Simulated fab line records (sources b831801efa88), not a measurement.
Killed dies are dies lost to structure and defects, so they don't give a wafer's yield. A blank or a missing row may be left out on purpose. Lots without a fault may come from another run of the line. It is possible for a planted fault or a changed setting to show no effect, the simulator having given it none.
Comparing a struck lot with a sound one :: flow sfq line :: 43 out of 325 route steps
Sound: wafers L490.1, L490.3, L490.5. Struck: wafers L489.1, L489.2, L489.6. The cause comes at the end.
Order at every step that has rows: each side's tool, ch and its chambers, its first start. Under that, the readings that differ: sound wafers :: struck wafers :: difference of the means :: sigmas: that difference in standard deviations of wafers without a fault.
alike: a reading whose means differ by less than 2 such deviations, as well as words and numbers matching on both sides. not compared: withheld readings; readings where some wafer has no value; bounds like >300 that might hide an equal value; numbers whose values overlap and for which the record gives no deviation.
A row with sigmas, a row that says differs or no value, or rows on one side alone: a step with any of these is where the two part. Numbers that don't overlap but have no deviation are shown without sigmas and don't part them. A reading that every wafer of one side lacks parts them only if that side has two wafers or more.

first, 3 steps without rows for these wafers: SFQ_TRILAYER_M5_LITHO_EXPOSE_124 (exposes mask M5, target cd 700 nm); SFQ_TRILAYER_M5_LITHO_PEB_126 (peb time 60 s); SFQ_TRILAYER_M5_LITHO_DEVELOP_125 (time 60 s).
SFQ_M5_OVL_MEAS_932:
  sound on overlay-02, day 68 01:44; struck on overlay-02, day 63 05:43
  alike: M5_OVL
SFQ_TRILAYER_M5_BARC_OPEN_METAL_ETCH_161: etches BARC in O2, target depth 125 nm, time 41.7 s.
  sound on rie metal-02 ch 0,1, day 68 01:47; struck on rie metal-02 ch 0,1, day 63 05:44
  alike: drypump motor current A, oes product au
  not compared: rf hours counter h
SFQ_TRILAYER_M5_ETCH_METAL_ETCH_126: etches Nb in Cl2/BCl3, stops on SiO2, time 203.2 s, target depth 265 nm.
  sound on rie metal-02 ch 0,1, day 68 01:50; struck on rie metal-02 ch 0,1, day 63 05:48
  alike: drypump motor current A, oes product au
  not compared: rf hours counter h
then, 3 steps without rows for these wafers: SFQ_TRILAYER_M5_STRIP_STRIP_127 (strips in O2); SFQ_TRILAYER_M5_STRIP_SOLV_CLEAN_128 (cleans in NMP, time 600 s); SFQ_TRILAYER_A5B_DEP_PECVD_129 (deposits SiO2 from SiH4/N2O, time 133.33 s, target thk 600 nm).
SFQ_TRILAYER_A5B_CMP_CMP_130: polishes, stops on Nb, target thk 340.7 nm.
  sound on cmp-02 ch 0,1,2, day 68 03:34; struck on cmp-01 ch 0,1,3, day 63 07:22
  alike: edge zone pressure frac, motor current A, retaining ring pressure frac
then, 2 steps without rows for these wafers: SFQ_TRILAYER_A5B_METRO_MEASURE_131; SFQ_TRILAYER_R5_DEP_SPUTTER_132 (material Ti, target thk 5 nm, time 5 s).
SFQ_TRILAYER_R5_DEP_SPUTTER_133: material MoNx, target thk 40 nm, time 66.7 s.
  sound on pvd sputter-05, day 68 07:17; struck on pvd sputter-05, day 63 11:05
reading: cathode dc power W (W)
sound: 999.98 999.59 999.87
struck: 1293.0 1293.9 1293.3
difference: +293.6
sigmas: +99 or more

reading: model.MoNx_of_TRILAYER_R5_DEP_SPUTTER_133.thk nm (nm)
sound: 40.86 40.37 40.24
struck: 52.35 51.81 51.72
difference: +11.47
sigmas: 
  alike: chamber pressure pa, throttle valve pct
then, 1 step without rows for these wafers: SFQ_TRILAYER_R5_DEP_SPUTTER_134 (material Ti, target thk 5 nm, time 5 s).
SFQ_R5_RS_MEAS_933: the measuring method here is four-point-probe.
  sound on film metro-04, day 68 07:22; struck on film metro-03, day 63 11:09
reading: R5_MONX_RS (ohm/sq)
sound: 6.88 6.96 7.02
struck: 5.48 5.55 5.55
difference: -1.43
sigmas: -19
SFQ_R5_THK_MEAS_934: measures by xrf.
  sound on film metro-04, day 68 07:29; struck on film metro-03, day 63 11:16
reading: R5_MONX_THK (nm)
sound: 40.4 39.8 39.6
struck: 52.4 51.7 51.8
difference: +12.0
sigmas: +23
then, 6 steps without rows for these wafers: SFQ_TRILAYER_R5_LITHO_COAT_141 (resist thk 62 nm); SFQ_TRILAYER_R5_LITHO_COAT_136 (resist thk 600 nm); SFQ_TRILAYER_R5_LITHO_SOFTBAKE_140; SFQ_TRILAYER_R5_LITHO_EXPOSE_137 (exposes mask R5, target cd 500 nm); SFQ_TRILAYER_R5_LITHO_PEB_139 (peb time 60 s); SFQ_TRILAYER_R5_LITHO_DEVELOP_138 (time 60 s).
-- the record jumps here: 6 days lie between the struck wafers' starts before and after --
SFQ_R5_OVL_MEAS_935:
  sound on overlay-02, day 73 04:06; struck on overlay-01, day 68 23:28
  alike: R5_OVL
SFQ_TRILAYER_R5_BARC_OPEN_METAL_ETCH_177: etches BARC in O2, target depth 125 nm, time 41.7 s.
  sound on rie metal-04 ch 0,1, day 73 04:08; struck on rie metal-02 ch 0,1, day 68 23:30
  alike: drypump motor current A, oes product au
  not compared: rf hours counter h
then, 1 step without rows for these wafers: SFQ_TRILAYER_R5_ETCH_METAL_ETCH_139 (etches the open film in Cl2, stops on SiO2, target depth 60 nm, time 40 s).
SFQ_TRILAYER_R5_STRIP_STRIP_140: strips in O2.
  sound on rie metal-04 ch 0,1, day 73 04:16; struck on rie metal-02 ch 0,1, day 68 23:37
  alike: drypump motor current A, oes product au
  not compared: rf hours counter h
then, 8 steps without rows for these wafers: SFQ_TRILAYER_R5_STRIP_SOLV_CLEAN_141 (cleans in NMP, time 600 s); SFQ_TRILAYER_A5C_DEP_PECVD_142 (deposits SiO2 from SiH4/N2O, time 15.556 s, target thk 70 nm); SFQ_TRILAYER_I5_LITHO_COAT_149 (resist thk 62 nm); SFQ_TRILAYER_I5_LITHO_COAT_144 (resist thk 650 nm); SFQ_TRILAYER_I5_LITHO_SOFTBAKE_148; SFQ_TRILAYER_I5_LITHO_EXPOSE_145 (exposes mask I5, target cd 700 nm); SFQ_TRILAYER_I5_LITHO_PEB_147 (peb time 60 s); SFQ_TRILAYER_I5_LITHO_DEVELOP_146 (time 60 s).
-- the record jumps here: 5 days lie between the struck wafers' starts before and after --
SFQ_I5_OVL_MEAS_936:
  sound on overlay-01, day 73 21:02; struck on overlay-02, day 73 19:42
  alike: I5_OVL
then, 7 steps without rows for these wafers: SFQ_TRILAYER_I5_BARC_OPEN_VIA_ETCH_200 (etches BARC in O2, target depth 125 nm, time 41.7 s); SFQ_TRILAYER_I5_ETCH_VIA_ETCH_147 (etches the open film in CHF3, stops on Nb, target depth 360 nm); SFQ_TRILAYER_I5_STRIP_STRIP_148 (strips in O2); SFQ_TRILAYER_I5_STRIP_SOLV_CLEAN_149 (cleans in NMP, time 600 s); SFQ_TRILAYER_C5_LITHO_COAT_156 (resist thk 62 nm); SFQ_TRILAYER_C5_LITHO_COAT_151 (resist thk 650 nm); SFQ_TRILAYER_C5_LITHO_SOFTBAKE_155.
-- the record jumps here: 16 days lie between the struck wafers' starts before and after --
SFQ_M8_BOW_MEAS_951:
  sound on film metro-03, day 89 13:09; struck on film metro-01, day 89 10:13
reading: model.etest.r5.ohm um
sound: 13.84 14.06 14.06
struck: 10.82 10.93 10.92
difference: -3.10
sigmas: 

reading: model.etest.c5.link ohm
sound: 7.865 7.957 7.964
struck: 6.354 6.408 6.416
difference: -1.536
sigmas: 

reading: model.etest.r5.ohm sq
sound: 6.913 6.997 7.019
struck: 5.396 5.452 5.462
difference: -1.540
sigmas: 
  alike: M8_BOW

## WHERE THEY PART
First at SFQ_TRILAYER_R5_DEP_SPUTTER_133; last, within this record, at SFQ_R5_THK_MEAS_934. Later steps at which nothing parts them and some readings are alike: SFQ_R5_OVL_MEAS_935, SFQ_TRILAYER_R5_BARC_OPEN_METAL_ETCH_177, SFQ_TRILAYER_R5_STRIP_STRIP_140, SFQ_I5_OVL_MEAS_936, SFQ_M8_BOW_MEAS_951.

WHY: the cause the simulator had injected
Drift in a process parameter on pvd sputter-05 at SFQ_TRILAYER_R5_DEP_SPUTTER_133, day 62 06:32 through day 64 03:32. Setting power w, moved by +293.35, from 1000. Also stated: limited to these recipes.
